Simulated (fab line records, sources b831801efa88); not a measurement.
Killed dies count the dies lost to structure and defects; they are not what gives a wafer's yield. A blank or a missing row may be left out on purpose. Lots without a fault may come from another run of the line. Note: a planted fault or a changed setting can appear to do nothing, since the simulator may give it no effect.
Which tool was responsible? / flow sky130 / 12 lots with 36 wafers sampled at 6 steps, on a route of 708 steps

== WHAT EACH GAUGE READ, for each wafer ==
SKY_LDD_LDN_TW_MEAS_13. Usual: for LDD_LDN_TW the level is 1464 and the standard deviation is 7.1.
lot=L847; measured=day 23 17:50; on=film metro-03; LDD_LDN_TW=1468 1468 1469; flag=
lot=L848; measured=day 23 23:02; on=film metro-01; LDD_LDN_TW=1463 1470 1466; flag=
lot=L850; measured=day 24 16:02; on=film metro-03; LDD_LDN_TW=1454 1465 1457; flag=
lot=L851; measured=day 25 12:53; on=film metro-03; LDD_LDN_TW=1461 1462 1468; flag=
lot=L853; measured=day 26 05:22; on=film metro-01; LDD_LDN_TW=1477 1475 1477; flag=
lot=L855; measured=day 26 13:37; on=film metro-02; LDD_LDN_TW=1455 1458 1462; flag=
lot=L857; measured=day 27 00:41; on=film metro-01; LDD_LDN_TW=1457 1459 1455; flag=
lot=L865; measured=day 29 10:06; on=film metro-02; LDD_LDN_TW=1462 1472 1462; flag=
lot=L867; measured=day 29 23:20; on=film metro-03; LDD_LDN_TW=1461 1462 1458; flag=
lot=L868; measured=day 30 05:59; on=film metro-01; LDD_LDN_TW=1475 1473 1469; flag=
lot=L869; measured=day 30 08:13; on=film metro-01; LDD_LDN_TW=1467 1469 1469; flag=
lot=L870; measured=day 30 21:39; on=film metro-01; LDD_LDN_TW=1468 1470 1464; flag=

SKY_LI_CONTACT_THK_MEAS_01. Usual: for LI_CONTACT_HDPCVD_THK the level is 933 nm and the standard deviation is 9.4.
lot=L847; measured=day 28 16:40; on=film metro-02; LI_CONTACT_HDPCVD_THK (nm)=929 927 922; flag=
lot=L848; measured=day 29 00:34; on=film metro-02; LI_CONTACT_HDPCVD_THK (nm)=939 939 946; flag=
lot=L850; measured=day 29 15:05; on=film metro-04; LI_CONTACT_HDPCVD_THK (nm)=933 930 916; flag=
lot=L851; measured=day 30 11:16; on=film metro-02; LI_CONTACT_HDPCVD_THK (nm)=916 939 942; flag=
lot=L853; measured=day 31 02:55; on=film metro-03; LI_CONTACT_HDPCVD_THK (nm)=920 940 936; flag=
lot=L855; measured=day 31 19:26; on=film metro-02; LI_CONTACT_HDPCVD_THK (nm)=781 782 768; flag=OFF
lot=L857; measured=day 32 00:26; on=film metro-04; LI_CONTACT_HDPCVD_THK (nm)=776 772 777; flag=OFF
lot=L865; measured=day 34 04:31; on=film metro-04; LI_CONTACT_HDPCVD_THK (nm)=931 937 937; flag=
lot=L867; measured=day 34 18:53; on=film metro-03; LI_CONTACT_HDPCVD_THK (nm)=944 934 936; flag=
lot=L868; measured=day 34 23:02; on=film metro-03; LI_CONTACT_HDPCVD_THK (nm)=926 919 939; flag=
lot=L869; measured=day 35 04:05; on=film metro-03; LI_CONTACT_HDPCVD_THK (nm)=930 933 931; flag=
lot=L870; measured=day 35 17:44; on=film metro-04; LI_CONTACT_HDPCVD_THK (nm)=939 931 929; flag=

SKY_LOCAL_INTERCONNECT_RS_MEAS_01: measurement is done with a four-point probe. Usual: for LOCAL_INTERCONNECT_TIN_RS the level is 14.20 ohm/sq and the standard deviation is 0.16.
lot=L847; measured=day 29 23:22; on=film metro-04; LOCAL_INTERCONNECT_TIN_RS (ohm/sq)=14.25 14.41 14.31; flag=
lot=L848; measured=day 30 06:44; on=film metro-01; LOCAL_INTERCONNECT_TIN_RS (ohm/sq)=13.97 13.86 13.87; flag=
lot=L850; measured=day 30 23:04; on=film metro-02; LOCAL_INTERCONNECT_TIN_RS (ohm/sq)=14.10 14.09 14.41; flag=
lot=L851; measured=day 31 17:22; on=film metro-01; LOCAL_INTERCONNECT_TIN_RS (ohm/sq)=13.91 13.88 13.90; flag=
lot=L853; measured=day 32 08:34; on=film metro-01; LOCAL_INTERCONNECT_TIN_RS (ohm/sq)=14.15 14.09 14.07; flag=
lot=L855; measured=day 33 01:43; on=film metro-02; LOCAL_INTERCONNECT_TIN_RS (ohm/sq)=13.90 13.90 13.93; flag=
lot=L857; measured=day 33 05:57; on=film metro-01; LOCAL_INTERCONNECT_TIN_RS (ohm/sq)=14.32 14.40 14.40; flag=
lot=L865; measured=day 35 10:02; on=film metro-01; LOCAL_INTERCONNECT_TIN_RS (ohm/sq)=14.21 14.24 14.34; flag=
lot=L867; measured=day 35 22:35; on=film metro-01; LOCAL_INTERCONNECT_TIN_RS (ohm/sq)=14.17 14.31 14.27; flag=
lot=L868; measured=day 36 04:17; on=film metro-02; LOCAL_INTERCONNECT_TIN_RS (ohm/sq)=14.42 14.02 14.33; flag=
lot=L869; measured=day 36 12:58; on=film metro-04; LOCAL_INTERCONNECT_TIN_RS (ohm/sq)=14.36 14.28 14.15; flag=
lot=L870; measured=day 36 23:40; on=film metro-04; LOCAL_INTERCONNECT_TIN_RS (ohm/sq)=14.38 14.30 14.26; flag=

SKY_LOCAL_INTERCONNECT_THK_MEAS_02: measures by xrf. Usual: for LOCAL_INTERCONNECT_TIN_THK the level is 98.7 nm and the standard deviation is 1.4.
lot=L847; measured=day 29 23:29; on=film metro-04; LOCAL_INTERCONNECT_TIN_THK (nm)=97.3 96.8 97.0; flag=
lot=L848; measured=day 30 06:52; on=film metro-01; LOCAL_INTERCONNECT_TIN_THK (nm)=100.0 101.2 101.1; flag=
lot=L850; measured=day 30 23:10; on=film metro-02; LOCAL_INTERCONNECT_TIN_THK (nm)=100.7 101.1 98.3; flag=
lot=L851; measured=day 31 17:29; on=film metro-01; LOCAL_INTERCONNECT_TIN_THK (nm)=100.4 100.5 100.4; flag=
lot=L853; measured=day 32 08:41; on=film metro-01; LOCAL_INTERCONNECT_TIN_THK (nm)=98.5 99.8 100.0; flag=
lot=L855; measured=day 33 01:50; on=film metro-02; LOCAL_INTERCONNECT_TIN_THK (nm)=101.6 101.8 101.5; flag=
lot=L857; measured=day 33 06:04; on=film metro-01; LOCAL_INTERCONNECT_TIN_THK (nm)=97.3 96.9 96.6; flag=
lot=L865; measured=day 35 10:08; on=film metro-01; LOCAL_INTERCONNECT_TIN_THK (nm)=97.9 98.6 98.3; flag=
lot=L867; measured=day 35 22:42; on=film metro-01; LOCAL_INTERCONNECT_TIN_THK (nm)=98.7 97.9 97.6; flag=
lot=L868; measured=day 36 04:23; on=film metro-02; LOCAL_INTERCONNECT_TIN_THK (nm)=98.6 100.6 98.4; flag=
lot=L869; measured=day 36 13:05; on=film metro-04; LOCAL_INTERCONNECT_TIN_THK (nm)=97.0 98.3 98.7; flag=
lot=L870; measured=day 36 23:45; on=film metro-04; LOCAL_INTERCONNECT_TIN_THK (nm)=97.1 97.4 97.8; flag=

== TOOL THAT RAN EACH LOT (tool first, then ch and the chambers of the sampled wafers, then the start) ==
lot=L847; SKY_LI_CONTACT_HDPCVD_00=hdpcvd-02 ch 0,2, day 28 16:33; SKY_LI_CONTACT_CMP_02=cmp-01 ch 0,2, day 28 16:46
lot=L848; SKY_LI_CONTACT_HDPCVD_00=hdpcvd-01 ch 0,1, day 29 00:28; SKY_LI_CONTACT_CMP_02=cmp-02 ch 0,2,3, day 29 00:37
lot=L850; SKY_LI_CONTACT_HDPCVD_00=hdpcvd-01 ch 0,1,2, day 29 14:58; SKY_LI_CONTACT_CMP_02=cmp-02 ch 1,2, day 29 17:35
lot=L851; SKY_LI_CONTACT_HDPCVD_00=hdpcvd-02 ch 0,1, day 30 11:10; SKY_LI_CONTACT_CMP_02=cmp-01 ch 0,2,3, day 30 11:25
lot=L853; SKY_LI_CONTACT_HDPCVD_00=hdpcvd-02 ch 0,1,2, day 31 02:49; SKY_LI_CONTACT_CMP_02=cmp-02 ch 0,2,3, day 31 03:04
lot=L855; SKY_LI_CONTACT_HDPCVD_00=hdpcvd-02 ch 0,1, day 31 19:20; SKY_LI_CONTACT_CMP_02=cmp-01 ch 1,2, day 31 19:30
lot=L857; SKY_LI_CONTACT_HDPCVD_00=hdpcvd-02 ch 0,2, day 32 00:20; SKY_LI_CONTACT_CMP_02=cmp-01 ch 0,3, day 32 00:55
lot=L865; SKY_LI_CONTACT_HDPCVD_00=hdpcvd-01 ch 1,2, day 34 04:25; SKY_LI_CONTACT_CMP_02=cmp-02 ch 0,1, day 34 04:34
lot=L867; SKY_LI_CONTACT_HDPCVD_00=hdpcvd-01 ch 0,1,2, day 34 18:46; SKY_LI_CONTACT_CMP_02=cmp-02 ch 0,1,3, day 34 18:59
lot=L868; SKY_LI_CONTACT_HDPCVD_00=hdpcvd-01 ch 0,2, day 34 22:55; SKY_LI_CONTACT_CMP_02=cmp-02 ch 0,1,3, day 34 23:10
lot=L869; SKY_LI_CONTACT_HDPCVD_00=hdpcvd-01 ch 0,1, day 35 03:58; SKY_LI_CONTACT_CMP_02=cmp-01 ch 0,1,3, day 35 08:13
lot=L870; SKY_LI_CONTACT_HDPCVD_00=hdpcvd-02 ch 0,1,2, day 35 17:40; SKY_LI_CONTACT_CMP_02=cmp-01 ch 0,1,3, day 35 17:52
- SKY_LI_CONTACT_HDPCVD_00: deposits PSG, target thk 930 nm, time 155 s.
- SKY_LI_CONTACT_CMP_02: polishes PSG.

== WHAT THE TOOLS THEMSELVES READ (means of the sampled wafers that have a number; where no wafer has one, the mark that the record gives instead) ==
SKY_LI_CONTACT_HDPCVD_00. Usual: run length s 183.2 s, standard deviation 0.34; sih4 flow sccm 59.99 sccm, standard deviation 0.19.
lot=L847; tool=hdpcvd-02; run length s (s)=182.7; sih4 flow sccm (sccm)=59.71; flag=
lot=L848; tool=hdpcvd-01; run length s (s)=183.1; sih4 flow sccm (sccm)=59.94; flag=
lot=L850; tool=hdpcvd-01; run length s (s)=183.5; sih4 flow sccm (sccm)=59.92; flag=
lot=L851; tool=hdpcvd-02; run length s (s)=183.2; sih4 flow sccm (sccm)=59.97; flag=
lot=L853; tool=hdpcvd-02; run length s (s)=183.0; sih4 flow sccm (sccm)=59.97; flag=
lot=L855; tool=hdpcvd-02; run length s (s)=156.6; sih4 flow sccm (sccm)=59.81; flag=OFF
lot=L857; tool=hdpcvd-02; run length s (s)=156.2; sih4 flow sccm (sccm)=60.04; flag=OFF
lot=L865; tool=hdpcvd-01; run length s (s)=183.2; sih4 flow sccm (sccm)=60.00; flag=
lot=L867; tool=hdpcvd-01; run length s (s)=183.0; sih4 flow sccm (sccm)=60.03; flag=
lot=L868; tool=hdpcvd-01; run length s (s)=183.1; sih4 flow sccm (sccm)=59.96; flag=
lot=L869; tool=hdpcvd-01; run length s (s)=183.2; sih4 flow sccm (sccm)=59.74; flag=
lot=L870; tool=hdpcvd-02; run length s (s)=182.8; sih4 flow sccm (sccm)=60.08; flag=

SKY_LI_CONTACT_CMP_02. Usual: motor current A 11.7 A, standard deviation 0.75; retaining ring pressure frac 1.000, standard deviation 0.0056; slurry flow ml min 150.1, standard deviation 0.43; time to endpoint s 32.7 s, standard deviation 2.6.
lot=L847; tool=cmp-01; motor current A (A)=10.8; retaining ring pressure frac=0.997; slurry flow ml min=149.9; time to endpoint s (s)=33.0; flag=
lot=L848; tool=cmp-02; motor current A (A)=12.3; retaining ring pressure frac=0.999; slurry flow ml min=150.4; time to endpoint s (s)=31.4; flag=
lot=L850; tool=cmp-02; motor current A (A)=12.2; retaining ring pressure frac=1.000; slurry flow ml min=149.9; time to endpoint s (s)=30.8; flag=
lot=L851; tool=cmp-01; motor current A (A)=11.4; retaining ring pressure frac=1.002; slurry flow ml min=150.1; time to endpoint s (s)=33.6; flag=
lot=L853; tool=cmp-02; motor current A (A)=12.0; retaining ring pressure frac=0.999; slurry flow ml min=150.2; time to endpoint s (s)=31.6; flag=
lot=L855; tool=cmp-01; motor current A (A)=11.5; retaining ring pressure frac=1.001; slurry flow ml min=149.8; time to endpoint s (s)=16.1; flag=OFF
lot=L857; tool=cmp-01; motor current A (A)=10.9; retaining ring pressure frac=0.996; slurry flow ml min=150.0; time to endpoint s (s)=16.7; flag=OFF
lot=L865; tool=cmp-02; motor current A (A)=11.4; retaining ring pressure frac=0.995; slurry flow ml min=150.4; time to endpoint s (s)=34.6; flag=
lot=L867; tool=cmp-02; motor current A (A)=11.5; retaining ring pressure frac=0.997; slurry flow ml min=150.3; time to endpoint s (s)=34.9; flag=
lot=L868; tool=cmp-02; motor current A (A)=12.4; retaining ring pressure frac=1.005; slurry flow ml min=150.3; time to endpoint s (s)=33.2; flag=
lot=L869; tool=cmp-01; motor current A (A)=11.4; retaining ring pressure frac=0.999; slurry flow ml min=150.3; time to endpoint s (s)=34.5; flag=
lot=L870; tool=cmp-01; motor current A (A)=11.3; retaining ring pressure frac=0.998; slurry flow ml min=150.1; time to endpoint s (s)=35.8; flag=

== THE ANSWER, worked out from the rows above alone ==
Rule: a lot is off if the mean of its wafers that have a number lies more than 3 standard deviations from the usual mean. A lot without any number at a reading at which 4 lots or more have one is off too. Where the step has rows for the other lots, those lots are counted as sound. The gauges are gone through in route order, then the tools' own readings, and for those a lot's mean is taken as printed above. At the first step where some lot is off, the reading lying furthest off is the one used; lots without a number count as furthest.
Off: L855, L857, seen at SKY_LI_CONTACT_THK_MEAS_01 (LI_CONTACT_HDPCVD_THK).
A tool fits if, at a process step before that reading, it ran every lot that is off, and no sound lot after the first of them. The gauges at SKY_LI_CONTACT_THK_MEAS_01 aren't tried: what is off there is off at SKY_LI_CONTACT_HDPCVD_00 too, on other tools, and a gauge's error can't cause that. None of those tried fits.

== WHAT THE SIMULATOR PUT IN ==
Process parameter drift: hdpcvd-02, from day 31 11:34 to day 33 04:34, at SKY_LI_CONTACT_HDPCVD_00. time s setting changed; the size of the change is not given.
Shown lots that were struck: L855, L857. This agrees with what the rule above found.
